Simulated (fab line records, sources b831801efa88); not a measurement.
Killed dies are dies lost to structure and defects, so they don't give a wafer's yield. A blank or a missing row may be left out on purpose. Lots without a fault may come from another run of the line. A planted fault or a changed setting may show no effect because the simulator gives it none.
Which tool did it? | flow gf180mcu | 12 lots, 36 wafers sampled, at 4 steps of a route of 602

WHAT THE GAUGES READ, wafer by wafer
GF_V5_CD_MEAS_14: target cd 260 nm. Usual: cd_nm 259.7 nm, standard deviation 1.1.
lot  | measured     | on        | cd_nm (nm)                          | flag
L934 | day 27 03:29 | cd_sem-02 | 260.8 260.4 260.2                   |
L937 | day 28 01:19 | cd_sem-01 | 261.6 260.7 260.2                   |
L938 | day 28 06:38 | cd_sem-01 | 260.1 259.3 259.1                   |
L941 | day 29 17:11 | cd_sem-02 | 258.6 259.4 258.8                   |
L942 | day 30 11:13 | cd_sem-01 | 258.3 259.6 259.6                   |
L944 | day 30 14:33 | cd_sem-01 | 257.9 257.9 257.7                   |
L943 | day 30 20:47 | cd_sem-01 | 260.8 261.8 262.4                   |
L946 | day 31 05:33 | cd_sem-02 | 258.9 260.8 259.3                   |
L949 | day 31 15:40 | cd_sem-02 | 272.5 272.3 272.1 272.2 272.5 272.0 | OFF
L951 | day 32 07:23 | cd_sem-02 | 267.8 268.7 269.6 267.9 269.0 269.3 | OFF
L955 | day 33 08:40 | cd_sem-01 | 259.1 258.1 258.5                   |
L954 | day 33 09:16 | cd_sem-02 | 259.7 260.1 260.9                   |

WHICH TOOL RAN EACH LOT (tool, then ch and the chambers of the sampled wafers, then the start)
lot  | GF_V4_STRIP_18                       | GF_MIM_CVD_05                   | GF_V5_EXPOSE_11
L934 | plasma_asher-03 ch 0,1, day 24 09:43 | pecvd-02 ch 1,2, day 24 11:10   | krf_scanner-02 ch 0, day 26 17:48
L937 | plasma_asher-01 ch 0,1, day 25 08:38 | pecvd-03 ch 1,2, day 25 10:04   | krf_scanner-02 ch 0, day 27 15:31
L938 | plasma_asher-01 ch 0,1, day 25 14:08 | pecvd-02 ch 0,2, day 25 15:34   | krf_scanner-02 ch 0, day 27 20:56
L941 | plasma_asher-01 ch 0,1, day 27 03:02 | pecvd-01 ch 0,1,2, day 27 04:30 | krf_scanner-02 ch 0, day 29 08:24
L942 | plasma_asher-01 ch 0,1, day 27 23:01 | pecvd-02 ch 0,1,2, day 28 00:27 | krf_scanner-01 ch 0, day 30 02:23
L944 | plasma_asher-01 ch 0, day 28 03:43   | pecvd-03 ch 1,2, day 28 05:10   | krf_scanner-01 ch 0, day 30 05:52
L943 | plasma_asher-03 ch 0,1, day 28 08:23 | pecvd-02 ch 0,2, day 28 09:52   | krf_scanner-01 ch 0, day 30 11:17
L946 | plasma_asher-01 ch 0,1, day 28 18:28 | pecvd-01 ch 0,1,2, day 28 19:55 | krf_scanner-01 ch 0, day 30 20:43
L949 | plasma_asher-01 ch 0,1, day 29 05:58 | pecvd-03 ch 0,1, day 29 07:25   | krf_scanner-02 ch 0, day 31 07:23
L951 | plasma_asher-03 ch 0,1, day 29 23:08 | pecvd-03 ch 0,2, day 30 00:34   | krf_scanner-02 ch 0, day 31 22:40
L955 | plasma_asher-02 ch 0,1, day 31 02:25 | pecvd-02 ch 0,2, day 31 03:49   | krf_scanner-01 ch 0, day 33 00:53
L954 | plasma_asher-03 ch 1, day 31 03:22   | pecvd-03 ch 1,2, day 31 04:49   | krf_scanner-01 ch 0, day 33 01:29
- GF_V4_STRIP_18: strips in O2/N2.
- GF_MIM_CVD_05: deposits Si3N4, target thk 42 nm, time 29.086 s.
- GF_V5_EXPOSE_11: exposes mask Via5, target cd 260 nm.

WHAT THE TOOLS THEMSELVES READ (means of the sampled wafers that have a number; where no wafer has one, the mark that the record gives instead)
GF_V4_STRIP_18. Usual: drypump_motor_current_A 5.7 A, standard deviation 0.35; heater_power_w 342 W, standard deviation 29; oes_product_au 0.593 a.u., standard deviation 0.0049; platen_temp_c 250.00 C, standard deviation 0.17.
lot  | tool            | drypump_motor_current_A (A) | heater_power_w (W) | oes_product_au (a.u.) | platen_temp_c (C) | flag
L934 | plasma_asher-03 | 5.2                         | 355                | 0.593                 | 249.89            |
L937 | plasma_asher-01 | 5.9                         | 337                | 0.591                 | 250.00            |
L938 | plasma_asher-01 | 5.8                         | 326                | 0.595                 | 250.22            |
L941 | plasma_asher-01 | 5.9                         | 337                | 0.595                 | 250.07            |
L942 | plasma_asher-01 | 5.9                         | 344                | 0.590                 | 249.95            |
L944 | plasma_asher-01 | 5.7                         | 306                | 0.590                 | 250.04            |
L943 | plasma_asher-03 | 5.4                         | 350                | 0.595                 | 249.96            |
L946 | plasma_asher-01 | 5.9                         | 335                | 0.596                 | 249.95            |
L949 | plasma_asher-01 | 5.8                         | 323                | 0.594                 | 249.98            |
L951 | plasma_asher-03 | 5.2                         | 354                | 0.592                 | 249.98            |
L955 | plasma_asher-02 | 6.1                         | 337                | 0.590                 | 250.06            |
L954 | plasma_asher-03 | 5.1                         | 356                | 0.596                 | 250.12            |

GF_MIM_CVD_05. Usual: heater_power_outer_w 376 W, standard deviation 40; heater_power_w 637 W, standard deviation 63.
lot  | tool     | heater_power_outer_w (W) | heater_power_w (W) | flag
L934 | pecvd-02 | 359                      | 570                |
L937 | pecvd-03 | 346                      | 613                |
L938 | pecvd-02 | 346                      | 602                |
L941 | pecvd-01 | 371                      | 623                |
L942 | pecvd-02 | 376                      | 648                |
L944 | pecvd-03 | 396                      | 682                |
L943 | pecvd-02 | 412                      | 738                |
L946 | pecvd-01 | 381                      | 623                |
L949 | pecvd-03 | 321                      | 548                |
L951 | pecvd-03 | 394                      | 624                |
L955 | pecvd-02 | 399                      | 669                |
L954 | pecvd-03 | 384                      | 668                |

GF_V5_EXPOSE_11. Usual: exposure_dose_mJ_cm2 37.92, standard deviation 0.099.
lot  | tool           | exposure_dose_mJ_cm2 | flag
L934 | krf_scanner-02 | 37.79                |
L937 | krf_scanner-02 | 37.77                |
L938 | krf_scanner-02 | 37.82                |
L941 | krf_scanner-02 | 37.82                |
L942 | krf_scanner-01 | 38.01                |
L944 | krf_scanner-01 | 38.05                |
L943 | krf_scanner-01 | 38.02                |
L946 | krf_scanner-01 | 38.01                |
L949 | krf_scanner-02 | 41.18                | OFF
L951 | krf_scanner-02 | 40.53                | OFF
L955 | krf_scanner-01 | 37.97                |
L954 | krf_scanner-01 | 37.98                |

THE ANSWER, worked out from the rows above alone
Rule: a lot is off if the mean of its wafers that have a number lies more than 3 standard deviations from the usual mean. A lot without any number at a reading at which 4 lots or more have one is off too. The other lots that the step has rows for count as sound. The gauges are gone through in route order, then the tools' own readings, and for those a lot's mean is taken as printed above. The first step at which some lot is off is used, and at that step the reading that is off furthest; a lot without a number counts as furthest.
Off: L949, L951, at GF_V5_CD_MEAS_14 (cd_nm).
A tool fits if, at a process step before that reading, it ran every lot that is off, and no sound lot after the first of them. The gauges at GF_V5_CD_MEAS_14 aren't tried: what is off there is off at GF_V5_EXPOSE_11 too, on other tools, and a gauge's error can't cause that. One fits: krf_scanner-02 at GF_V5_EXPOSE_11. Its last sound lot is L941 (day 29 08:24), its first lot that is off L949 (day 31 07:23): a fault that began between those two fits.
The tool's own readings at GF_V5_EXPOSE_11 bear it out: on the lots that are off they differ by more than 5 times the standard deviation of the sound lots' means. exposure_dose_mJ_cm2 reads 40.86 there against 37.92 on the sound lots.

WHAT THE SIMULATOR HAD PUT IN
Process parameter drift: krf_scanner-02, from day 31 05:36 on, at GF_V5_EXPOSE_11. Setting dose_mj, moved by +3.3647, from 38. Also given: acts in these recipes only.
Lots struck among those shown: L949, L951. The rule above found the same.
